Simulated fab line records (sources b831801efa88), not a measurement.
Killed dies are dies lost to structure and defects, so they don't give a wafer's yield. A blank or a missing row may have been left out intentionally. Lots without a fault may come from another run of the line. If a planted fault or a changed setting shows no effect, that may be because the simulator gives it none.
Which tool was responsible? ; flow gf180mcu ; 13 lots with 39 wafers sampled at 4 steps, on a route of 602 steps

## WHAT EACH GAUGE READ, for each wafer
GF_V5_OVL_MEAS_15. Usual: for V5_OVL the level is -2 nm and the standard deviation is 5.
lot;measured;on;V5_OVL (nm);flag
L855;day 27 13:08;overlay-02;-7 -4 -7;
L856;day 27 23:34;overlay-01;-5 -4 3;
L857;day 28 15:25;overlay-02;6 12 2;
L858;day 29 01:37;overlay-02;-7 -2 -1;
L859;day 29 04:47;overlay-02;-3 1 -2;
L860;day 29 07:23;overlay-02;-9 -6 -6;
L861;day 29 21:50;overlay-02;-4 -10 -3;
L862;day 30 04:49;overlay-02;6 -1 9;
L870;day 32 05:19;overlay-01;-6 1 -2;
L871;day 32 08:43;overlay-01;1 2 3;
L872;day 32 16:19;overlay-02;7 4 2;
L877;day 34 03:07;overlay-01;3 7 1;
L878;day 34 06:56;overlay-01;-2 -4 0;

GF_PASSIVATION_THK_MEAS_03. Usual: for PASSIVATION_CVD_02_THK the level is 700 nm and the standard deviation is 11.
lot;measured;on;PASSIVATION_CVD_02_THK (nm);flag
L855;day 28 13:13;film metro-03;689 687 705;
L856;day 28 22:57;film metro-02;694 691 699;
L857;day 29 14:40;film metro-04;690 688 701;
L858;day 30 00:15;film metro-04;687 689 705;
L859;day 30 02:35;film metro-02;691 706 690;
L860;day 30 05:41;film metro-02;700 708 707;
L861;day 30 20:07;film metro-02;706 688 716;
L862;day 31 02:41;film metro-02;700 711 714;
L870;day 33 00:55;film metro-04;695 706 711;
L871;day 33 04:02;film metro-04;691 694 682;
L872;day 33 11:26;film metro-03;694 682 697;
L877;day 34 21:21;film metro-03;705 712 720;
L878;day 35 00:40;film metro-02;692 704 703;

## TOOL THAT RAN EACH LOT (tool first, then ch and the chambers of the sampled wafers, then the start)
lot;GF_V2_CMP_26;GF_V5_STRIP_18
L855;cmp-01 ch 0,2, day 20 12:52;plasma asher-03 ch 0,1, day 27 13:20
L856;cmp-02 ch 1,2,3, day 21 02:12;plasma asher-03 ch 0,1, day 27 23:45
L857;cmp-01 ch 0,1,3, day 21 19:46;plasma asher-02 ch 0,1, day 28 15:37
L858;cmp-02 ch 0,1,3, day 22 09:01;plasma asher-02 ch 0,1, day 29 01:48
L859;cmp-02 ch 0,1,3, day 22 09:59;plasma asher-03 ch 0,1, day 29 04:59
L860;cmp-01 ch 0,3, day 22 13:17;plasma asher-02 ch 0,1, day 29 07:35
L861;cmp-01 ch 0,2,3, day 23 07:34;plasma asher-01 ch 0,1, day 29 22:01
L862;cmp-01 ch 1,2,3, day 23 14:38;plasma asher-03 ch 0,1, day 30 05:00
L870;cmp-01 ch 1,2,3, day 26 03:16;plasma asher-01 ch 0,1, day 32 05:30
L871;cmp-01 ch 0,1,2, day 26 07:56;plasma asher-02 ch 0,1, day 32 08:54
L872;cmp-02 ch 0,1,3, day 26 16:37;plasma asher-01 ch 0,1, day 32 16:30
L877;cmp-02 ch 0,1,3, day 28 10:01;plasma asher-03 ch 0,1, day 34 03:18
L878;cmp-02 ch 2,3, day 28 18:31;plasma asher-01 ch 0,1, day 34 07:07
- GF_V2_CMP_26: polishes, stops on SiO2, t overpolish 15 s, target thk 0 nm.
- GF_V5_STRIP_18: strips in O2/N2.

## WHAT THE TOOLS THEMSELVES READ (means of the sampled wafers that have a number; where no wafer has one, the mark that the record gives instead)
GF_V2_CMP_26. Usual: motor current A 10.3 A, standard deviation 0.72; overpolish run s 15.000 s, standard deviation 0.0086; retaining ring pressure frac 1.000, standard deviation 0.0048; time to endpoint s 88 s, standard deviation 4.5.
lot;tool;motor current A (A);overpolish run s (s);retaining ring pressure frac;time to endpoint s (s);flag
L855;cmp-01;10.2;14.995;0.996;90;
L856;cmp-02;9.8;15.008;1.001;84;
L857;cmp-01;10.2;14.995;0.998;91;
L858;cmp-02;10.9;14.995;0.998;89;
L859;cmp-02;10.5;15.000;0.998;88;
L860;cmp-01;10.5;15.007;1.002;88;
L861;cmp-01;9.8;14.994;1.001;88;
L862;cmp-01;10.2;15.001;1.000;86;
L870;cmp-01;10.4;15.001;0.997;90;
L871;cmp-01;9.9;14.994;0.998;93;
L872;cmp-02;10.7;15.003;0.997;90;
L877;cmp-02;10.7;15.000;1.000;84;
L878;cmp-02;9.9;14.994;1.002;87;

GF_V5_STRIP_18. Usual: drypump motor current A 5.8 A, standard deviation 0.55; heater power w 354 W, standard deviation 54; oes product au 0.569 a.u., standard deviation 0.0053.
lot;tool;drypump motor current A (A);heater power w (W);oes product au (a.u.);flag
L855;plasma asher-03;6.2;333;0.568;
L856;plasma asher-03;6.3;331;0.567;
L857;plasma asher-02;6.3;377;0.569;
L858;plasma asher-02;6.3;372;0.566;
L859;plasma asher-03;6.3;332;0.571;
L860;plasma asher-02;6.3;358;0.569;
L861;plasma asher-01;5.3;383;0.574;
L862;plasma asher-03;6.3;278;0.569;
L870;plasma asher-01;5.3;379;0.575;
L871;plasma asher-02;6.3;357;0.566;
L872;plasma asher-01;5.1;364;0.566;
L877;plasma asher-03;6.3;333;0.570;
L878;plasma asher-01;5.3;377;0.568;

## THE ANSWER, worked out from the rows above alone
Rule: a lot is off if the mean of its wafers that have a number lies more than 3 standard deviations from the usual mean. A lot without any number at a reading at which 4 lots or more have one is off too. All remaining lots with rows at the step are treated as sound. The gauges are gone through in route order, then the tools' own readings, and for those a lot's mean is taken as printed above. The first step at which some lot is off is used, and at that step the reading that is off furthest; a lot without a number counts as furthest.
No lot is off on any of the readings shown, so nothing can be concluded from this.

## WHAT WAS PUT IN BY THE SIMULATOR
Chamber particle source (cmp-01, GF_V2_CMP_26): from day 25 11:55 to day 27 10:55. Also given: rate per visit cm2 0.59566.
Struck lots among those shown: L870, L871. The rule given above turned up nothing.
